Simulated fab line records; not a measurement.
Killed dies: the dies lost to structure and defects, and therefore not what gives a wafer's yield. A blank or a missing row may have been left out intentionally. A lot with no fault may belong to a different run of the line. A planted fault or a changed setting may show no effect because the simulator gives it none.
Struck lot and sound lot, side by side ; flow sky130 ; 20 out of 708 route steps
Sound: the wafers L875.1, L875.4, L875.5. Wafers struck: L889.1, L889.3, L889.6. The cause is given at the end.
At each step with rows: each side's tool, then ch and its chambers, then its first start. Under that, the readings that differ: sound wafers ; struck wafers ; difference of the means ; sigmas: that difference in standard deviations of wafers without a fault.
alike: readings with means less than 2 such deviations apart, plus words and numbers identical on both sides. not compared: withheld readings, readings lacking a value on some wafer, bounds such as >300 that could conceal the same value, and numbers that have no deviation in the record and whose values overlap.
A row with sigmas, a row that says differs or no value, or rows on one side alone: a step with any of these is where the two part. When numbers do not overlap yet have no deviation, they are printed without sigmas and do not part them. Lack of a reading on every wafer of one side parts them only where that side has two or more wafers.

SKY_LI_CONTACT_CVD_21: deposits W, target thk 400 nm, time 120.56 s.
  sound on cvd_w-01 ch 0,1, day 29 11:20; struck on cvd_w-02 ch 0,1, day 34 12:50
  alike: heater_power_w
SKY_LI_CONTACT_RS_MEAS_22: a four-point-probe measurement.
  struck on film_metro-02, day 34 12:58; sound on film_metro-04, day 29 11:28
  alike: LI_CONTACT_W_RS
SKY_LI_CONTACT_THK_MEAS_23: measures by xrf.
  struck on film_metro-02, day 34 13:05; sound on film_metro-04, day 29 11:35
  alike: LI_CONTACT_W_THK
SKY_LI_CONTACT_CMP_24: polishes, stops on PSG, t overpolish 20 s, target thk 0 nm.
  sound on cmp-02 ch 1,2,3, day 29 11:41; struck on cmp-01 ch 0,3, day 34 13:08
  alike: motor_current_A, overpolish_run_s, slurry_filter_dp_kPa, time_to_endpoint_s
SKY_LOCAL_INTERCONNECT_SPUTTER_00: material TiN, target thk 100 nm, time 83.3 s.
  struck on pvd_sputter-02, day 34 13:26; sound on pvd_sputter-03, day 29 11:56
  alike: throttle_valve_pct
SKY_LOCAL_INTERCONNECT_RS_MEAS_01: a four-point-probe measurement.
  struck on film_metro-02, day 34 13:31; sound on film_metro-02, day 29 12:00
  alike: LOCAL_INTERCONNECT_TIN_RS
SKY_LOCAL_INTERCONNECT_THK_MEAS_02: measures by xrf.
  struck on film_metro-02, day 34 13:38; sound on film_metro-02, day 29 12:07
  alike: LOCAL_INTERCONNECT_TIN_THK
then, 5 steps without rows for these wafers: SKY_LOCAL_INTERCONNECT_DEHYDRATE_03 (time 60 s); SKY_LOCAL_INTERCONNECT_HMDS_04 (prime time 60 s); SKY_LOCAL_INTERCONNECT_COAT_05 (resist thk 60 nm); SKY_LOCAL_INTERCONNECT_COAT_06 (resist thk 450 nm); SKY_LOCAL_INTERCONNECT_SOFTBAKE_07 (time 90 s).
SKY_LOCAL_INTERCONNECT_EXPOSE_08: exposes mask LI1M, target cd 170 nm.
  sound on krf_scanner-02 ch 0, day 30 02:37; struck on krf_scanner-01 ch 0, day 35 02:53
  alike: mask
then, 2 steps without rows for these wafers: SKY_LOCAL_INTERCONNECT_PEB_09; SKY_LOCAL_INTERCONNECT_DEVELOP_10 (develop time 60 s).
SKY_LOCAL_INTERCONNECT_CD_MEAS_11: target cd 170 nm.
  struck on cd_sem-01, day 35 15:35; sound on cd_sem-02, day 30 16:46
reading;sound;struck;difference;sigmas
cd_nm (nm);169.4 168.5 170.0;145.2 141.7 123.7;-32.4;-22
SKY_LOCAL_INTERCONNECT_OVL_MEAS_12:
  struck on overlay-01, day 35 15:43; sound on overlay-01, day 30 16:53
  alike: LOCAL_INTERCONNECT_OVL
SKY_LOCAL_INTERCONNECT_ETCH_13: etches BARC in N2/H2, stops on SiO2, time 45.9 s, target depth 60 nm.
  sound on rie_metal-03 ch 0,1, day 30 16:56; struck on rie_metal-03 ch 0,1, day 35 15:44
reading;sound;struck;difference;sigmas
model.LOCAL_INTERCONNECT.cd_nm (nm);168 167.6 169.8;146 140.6 122.6;-32;
  alike: drypump_motor_current_A, h2_flow_sccm, oes_product_au, throttle_valve_pct
  not compared: rf_hours_counter_h
SKY_LOCAL_INTERCONNECT_METAL_ETCH_14: etches TiN in Cl2/BCl3, stops on PSG, target depth 110 nm, time 31.4 s.
  sound on rie_metal-03 ch 0,1, day 30 16:59; struck on rie_metal-03 ch 0,1, day 35 15:49
reading;sound;struck;difference;sigmas
model.LOCAL_INTERCONNECT.cd_nm (nm);168.4 168.4 169.5;146.5 141.7 123.3;-31.6;
  alike: drypump_motor_current_A, oes_product_au, throttle_valve_pct
  not compared: rf_hours_counter_h
SKY_LOCAL_INTERCONNECT_STRIP_15: strips in O2/N2.
  sound on plasma_asher-04 ch 1, day 30 17:02; struck on plasma_asher-02 ch 0, day 35 15:52
  alike: drypump_motor_current_A, oes_product_au, strip_time_to_endpoint_s
  not compared: rf_hours_counter_h

== WHERE THEY PART ==
At SKY_LOCAL_INTERCONNECT_CD_MEAS_11 and nowhere else, as far as this record goes. Later steps at which nothing parts them and some readings are alike: SKY_LOCAL_INTERCONNECT_OVL_MEAS_12, SKY_LOCAL_INTERCONNECT_ETCH_13, SKY_LOCAL_INTERCONNECT_METAL_ETCH_14, SKY_LOCAL_INTERCONNECT_STRIP_15.

WHY: what the simulator had put in
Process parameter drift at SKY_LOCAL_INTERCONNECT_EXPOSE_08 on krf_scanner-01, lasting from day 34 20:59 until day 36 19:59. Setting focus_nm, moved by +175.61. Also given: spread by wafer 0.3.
